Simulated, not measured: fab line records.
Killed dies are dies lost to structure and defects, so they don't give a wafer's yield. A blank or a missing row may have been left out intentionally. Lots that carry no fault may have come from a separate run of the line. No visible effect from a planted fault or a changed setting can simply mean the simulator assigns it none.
A struck lot beside a sound one / flow sky130 / 15 out of 708 route steps
Sound: the wafers L581.4, L581.5, L581.6. Wafers struck: L591.2, L591.3, L591.5. Last of all comes the cause.
Per side, at each step with rows, come the tool, then ch with its chambers, and then its first start. Under that, the readings that differ: sound wafers / struck wafers / difference of the means / sigmas: that difference in standard deviations of wafers without a fault.
alike: readings whose means differ by less than 2 such deviations, and words and numbers that are the same on both sides. not compared: withheld readings, readings that some wafer has no value for, bounds like >300 that may hide the same value, and numbers for which the record gives no deviation and whose values overlap.
A row with sigmas, a row that says differs or no value, or rows on one side alone: a step with any of these is where the two part. Non-overlapping numbers with no deviation appear without sigmas and do not part them. Lack of a reading on every wafer of one side parts them only where that side has two or more wafers.

first, 2 steps without rows for these wafers: SKY_NWELL_IMPLANT_12; SKY_NWELL_IMPLANT_13.
SKY_NWELL_STRIP_14: strips in O2/N2.
  sound on plasmaAsher-01 ch 0,1, day 7 04:43; struck on plasmaAsher-04 ch 0,1, day 9 16:49
  alike: chamberPressureMTorr, drypumpMotorCurrentA, oesProductAu, stripTimeToEndpointS
  not compared: rfHoursCounterH
SKY_NWELL_TW_MEAS_15:
  sound: filmMetro-03 at day 7 04:48; struck: filmMetro-04 at day 9 16:55
  alike: NWELL_TW
then, 7 steps without rows for these wafers: SKY_NWELL_DEHYDRATE_16 (time 60 s); SKY_NWELL_HMDS_17 (prime time 60 s); SKY_NWELL_COAT_18 (resist thk 3000 nm); SKY_NWELL_SOFTBAKE_19; SKY_NWELL_EXPOSE_20 (exposes mask NWM COMPLEMENT, target cd 840 nm); SKY_NWELL_PEB_21; SKY_NWELL_DEVELOP_22 (develop time 60 s).
SKY_NWELL_OVL_MEAS_23:
  sound: overlay-02 at day 8 00:45; struck: overlay-02 at day 10 15:05
reading=NWELL_01_OVL (nm); sound=0.7 -0.6 -0.8; struck=3.4 2.4 3.3; difference=+3.3; sigmas=+3
SKY_NWELL_IMPLANT_24:
  sound on implanter-02 ch 0, day 8 00:51; struck on implanter-04 ch 0, day 10 15:08
reading=doseIonsCm2; sound=9.182e+12 9.185e+12 9.196e+12; struck=9.014e+12 9.048e+12 9.025e+12; difference=-1.587e+11; sigmas=-14
SKY_NWELL_STRIP_25: strips in O2/N2.
  sound on plasmaAsher-03 ch 0,1, day 8 00:58; struck on plasmaAsher-01 ch 0,1, day 10 15:16
  alike: chamberPressureMTorr, drypumpMotorCurrentA, oesProductAu, stripTimeToEndpointS
  not compared: rfHoursCounterH
-- the record jumps here: 40 days lie between the struck wafers' starts before and after (it left off in module NWELL and takes up again in module PAD_OPEN, whose first step shown is number 708 of the route) --
SKY_PAD_OPEN_PROBE_99:
  sound: prober-02 at day 48 14:15; struck: prober-02 at day 50 14:41
reading=killed_at_M4_up; sound=3 3 2; struck=7 7 7; difference=+4; sigmas=+2
  alike: killed_at_M0_to_M3, killedAtContacts, killedAtFrontEnd, killedAtOther, killedDies, killedOpen, killedShort
  not compared: model.etest.resPwellUnderGate.rsOhmSq

## WHERE THEY PART
At SKY_NWELL_OVL_MEAS_23 first; at SKY_PAD_OPEN_PROBE_99 last (within this record only).

WHY: whatever the simulator had introduced
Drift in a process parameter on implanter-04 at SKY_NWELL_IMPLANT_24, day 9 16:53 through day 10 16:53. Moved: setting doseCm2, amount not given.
